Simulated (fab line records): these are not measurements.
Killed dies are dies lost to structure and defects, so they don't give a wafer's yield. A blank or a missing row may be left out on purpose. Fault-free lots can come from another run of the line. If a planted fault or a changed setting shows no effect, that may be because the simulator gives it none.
Code-filled problem report in 8D (eight disciplines) form -- flow sky130 -- the parts of the form that need people (team, actions taken, sign-off) are left out

== 1. WHAT WENT WRONG ==
Mean of chamberPressurePa at SKY_LI_CONTACT_SPUTTER_19: 5.152 Pa across 6 wafers in 2 lots; on wafers with no fault it is 5.001 Pa (standard deviation 0.0091). Relative to the usual mean, that is a shift of +17 standard deviations.
The step: material Ti, target thk 20 nm, time 106.37 s.
First observed at day 34 01:19: wafer L282.3, on pvdSputter-01. At this step, 18 wafers from 6 lots have a number in the record. Rule for "out" (also "out of limits"): further than 4 standard deviations from the usual mean. The rest of the wafers with a number are treated as sound.

== 2. WHAT IT IS, AND WHAT IT ISN'T ==
question,is,is not
which readings at this step,chamberPressurePa,-
which lots,"L282, L286","L271, L273, L288, L289"
which wafers of those lots,all that have a number,-
read on which tools,pvdSputter-01,"pvdSputter-02, pvdSputter-03"
when,from day 34 01:19,"up to then (6 sound wafers); but 6 sound wafers of L288, L289 came after"

== 3. WHAT RULES OUT EACH SUSPECT ==
Counting: any tool at a process step up to the reading is kept as a suspect provided that every lot that is out went through it and no sound lot did after the first of them.
- plasmaAsher-01 at SKY_LI_CONTACT_STRIP_16 (strips in O2/N2): kept. It ran every lot that is out, first L282 (day 34 01:02), and no sound lot after that.
- pvdSputter-01 at SKY_LI_CONTACT_SPUTTER_19 (material Ti, target thk 20 nm, time 106.37 s): kept. All lots that are out passed through it, beginning with L282 at day 34 01:19, and no sound lot followed; its final sound lot before that point was L271 at day 29 21:51. On those wafers its own readings are out: chamberPressurePa.
What counting leaves: plasmaAsher-01 at SKY_LI_CONTACT_STRIP_16 and pvdSputter-01 at SKY_LI_CONTACT_SPUTTER_19.

== 4. THE CAUSE (what the simulator had put in) ==
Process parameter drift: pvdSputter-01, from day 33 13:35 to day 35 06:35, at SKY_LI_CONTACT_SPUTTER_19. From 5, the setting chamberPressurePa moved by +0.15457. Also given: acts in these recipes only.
Of the 2 suspects that counting leaves, this tool is one.

== 5. THE CHAIN OF EFFECTS, in route order ==
Rows list readings where the struck wafers' mean (over those with a number) sits beyond 3 standard deviations from the usual. Readings are gone through only where the record gives a usual standard deviation; hours: the median, over the lots, of the time from a lot's start at the first step in this table giving one to that lot's start at this step; sigmas: the change measured in usual standard deviations.
hours,step,reading,usual,on struck wafers,change,sigmas
0,SKY_LI_CONTACT_SPUTTER_19,chamberPressurePa,5.001 Pa,5.152,+0.151,+17
Process steps it contains:
- SKY_LI_CONTACT_SPUTTER_19: material Ti, target thk 20 nm, time 106.37 s.

== 6. WHAT WOULD HAVE CAUGHT IT SOONER ==
In this record no reading fell out of limits until day 34 01:19, 12 hours after the fault had begun at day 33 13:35.
